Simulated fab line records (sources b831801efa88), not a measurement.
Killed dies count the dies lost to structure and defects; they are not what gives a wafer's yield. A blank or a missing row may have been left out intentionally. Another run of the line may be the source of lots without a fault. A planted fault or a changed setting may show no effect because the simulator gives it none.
A lot that was struck, set against a sound lot / flow sfq-line / 28 steps out of a route of 325
Sound: wafers L917.2, L917.4, L917.5. Struck: wafers L925.1, L925.2, L925.4. At the end, the cause is stated.
Per side, at each step with rows, come the tool, then ch with its chambers, and then its first start. Under that, the readings that differ: sound wafers / struck wafers / difference of the means / sigmas: that difference in standard deviations of wafers without a fault.
alike: readings with means less than 2 such deviations apart, plus words and numbers identical on both sides. not compared: withheld readings, readings lacking a value on some wafer, bounds such as >300 that could conceal the same value, and numbers that have no deviation in the record and whose values overlap.
Wherever a step has rows on one side only, a row that says differs or no value, or a row with sigmas, the two part there. Numbers that don't overlap but have no deviation are shown without sigmas and don't part them. A reading that every wafer of one side lacks parts them only if that side has two wafers or more.

first, 6 steps without rows for these wafers: SFQ_TRILAYER_M0_LITHO_COAT_026 (resist thk 62 nm); SFQ_TRILAYER_M0_LITHO_COAT_021 (resist thk 600 nm); SFQ_TRILAYER_M0_LITHO_SOFTBAKE_025; SFQ_TRILAYER_M0_LITHO_EXPOSE_022 (exposes mask M0, target cd 500 nm); SFQ_TRILAYER_M0_LITHO_PEB_024 (peb time 60 s); SFQ_TRILAYER_M0_LITHO_DEVELOP_023 (time 60 s).
SFQ_M0_OVL_MEAS_906:
  sound: overlay-02 at day 8 04:13; struck: overlay-02 at day 10 11:24
  alike: M0_OVL
SFQ_TRILAYER_M0_BARC_OPEN_METAL_ETCH_031: etches BARC in O2, target depth 125 nm, time 41.7 s.
  sound on rie-metal-01 ch 1, day 8 04:14; struck on rie-metal-04 ch 0, day 10 11:26
  alike: drypump-motor-current-A, oes-product-au
  not compared: rf-hours-counter-h
SFQ_TRILAYER_M0_ETCH_METAL_ETCH_024: etches Nb in Cl2/Ar, stops on SiO2, target depth 240 nm, time 120 s.
  sound on rie-metal-01 ch 1, day 8 04:18; struck on rie-metal-04 ch 0, day 10 11:34
  alike: drypump-motor-current-A, oes-product-au
  not compared: rf-hours-counter-h
SFQ_TRILAYER_M0_STRIP_STRIP_025: strips in O2.
  sound on rie-metal-01 ch 1, day 8 04:25; struck on rie-metal-04 ch 0, day 10 11:49
  alike: drypump-motor-current-A, oes-product-au
  not compared: rf-hours-counter-h
then, 1 step without rows for these wafers: SFQ_TRILAYER_M0_STRIP_SOLV_CLEAN_026 (cleans in NMP, time 600 s).
SFQ_TRILAYER_I0_DEP_PECVD_027: deposits SiO2 from SiH4/N2O, time 111.11 s, target thk 500 nm.
  sound on pecvd-04 ch 0,1,2, day 8 05:12; struck on pecvd-01 ch 0,1,2, day 10 13:11
  alike: heater-power-w, throttle-valve-pct
SFQ_TRILAYER_I0_CMP_CMP_028: polishes SiO2.
  sound on cmp-01 ch 0,2,3, day 8 06:16; struck on cmp-01 ch 0,1,2, day 10 18:08
reading=model.SiO2_of_TRILAYER_I0_DEP_PECVD_027.thk-nm (nm); sound=202 199 200.5; struck=215.4 217.4 213.8; difference=+15.0; sigmas=
  alike: motor-current-A, platen-rpm, retaining-ring-pressure-frac, time-to-endpoint-s
SFQ_I0_BOW_MEAS_907:
  sound: film-metro-04 at day 8 08:17; struck: film-metro-04 at day 10 21:57
reading=I0_BOW (um); sound=-5 -12 -3; struck=- - -; difference=no value on the struck wafers; sigmas=
SFQ_TRILAYER_I0_METRO_MEASURE_029:
  sound: film-metro-04 at day 8 08:35; struck: film-metro-04 at day 11 05:29
reading=thk-nm (nm); sound=201.9 198.9 200.4; struck=215.3 217.5 213.8; difference=+15.1; sigmas=+11
then, 6 steps without rows for these wafers: SFQ_TRILAYER_I0_VIA_LITHO_COAT_036 (resist thk 62 nm); SFQ_TRILAYER_I0_VIA_LITHO_COAT_031 (resist thk 650 nm); SFQ_TRILAYER_I0_VIA_LITHO_SOFTBAKE_035; SFQ_TRILAYER_I0_VIA_LITHO_EXPOSE_032 (exposes mask I0, target cd 500 nm); SFQ_TRILAYER_I0_VIA_LITHO_PEB_034 (peb time 60 s); SFQ_TRILAYER_I0_VIA_LITHO_DEVELOP_033 (time 60 s).
-- the record jumps here: 2 days lie between the struck wafers' starts before and after --
SFQ_I0_OVL_MEAS_908:
  sound: overlay-01 at day 10 18:37; struck: overlay-01 at day 13 15:37
  alike: I0_OVL
then, 1 step without rows for these wafers: SFQ_TRILAYER_I0_VIA_BARC_OPEN_VIA_ETCH_046 (etches BARC in O2, target depth 125 nm, time 41.7 s).
SFQ_TRILAYER_I0_VIA_ETCH_VIA_ETCH_034: etches SiO2 in CHF3, stops on Nb, target depth 260 nm.
  sound on rie-diel-01 ch 1,2,3, day 10 18:41; struck on rie-diel-01 ch 0,1, day 13 15:41
reading=oes-product-au (a.u.); sound=0.863 0.859 0.859; struck=0.894 0.882 0.886; difference=+0.027; sigmas=+5
reading=model.etch.depth-nm (nm); sound=202 199 200.5; struck=215.4 217.4 213.8; difference=+15.0; sigmas=
reading=model.I0.feature-depth-nm (nm); sound=202 199 200.5; struck=215.4 217.4 213.8; difference=+15.0; sigmas=
  alike: drypump-motor-current-A
SFQ_TRILAYER_I0_VIA_STRIP_STRIP_035: strips in O2.
  sound on rie-metal-01 ch 0,1, day 10 18:47; struck on rie-metal-01 ch 0,1, day 13 15:47
  alike: drypump-motor-current-A, oes-product-au
  not compared: rf-hours-counter-h
then, 1 step without rows for these wafers: SFQ_TRILAYER_I0_VIA_STRIP_SOLV_CLEAN_036 (cleans in NMP, time 600 s).
SFQ_TRILAYER_M1_DEP_PRE_CLEAN_038: time 22.5 s.
  sound: pvd-sputter-04 at day 10 19:34; struck: pvd-sputter-04 at day 13 16:34
reading=model.SiO2_of_TRILAYER_I0_DEP_PECVD_027.thk-nm (nm); sound=194.5 191.4 193; struck=207.9 209.9 206.3; difference=+15.1; sigmas=
then, 1 step without rows for these wafers: SFQ_TRILAYER_M1_DEP_SPUTTER_037 (material Nb, target thk 200 nm, time 133.3 s).

== WHERE THEY PART ==
Last at SFQ_TRILAYER_I0_VIA_ETCH_VIA_ETCH_034 as far as this record goes, first at SFQ_I0_BOW_MEAS_907. Later steps at which nothing parts them and some readings are alike: SFQ_TRILAYER_I0_VIA_STRIP_STRIP_035.

WHY: what the simulator had put in
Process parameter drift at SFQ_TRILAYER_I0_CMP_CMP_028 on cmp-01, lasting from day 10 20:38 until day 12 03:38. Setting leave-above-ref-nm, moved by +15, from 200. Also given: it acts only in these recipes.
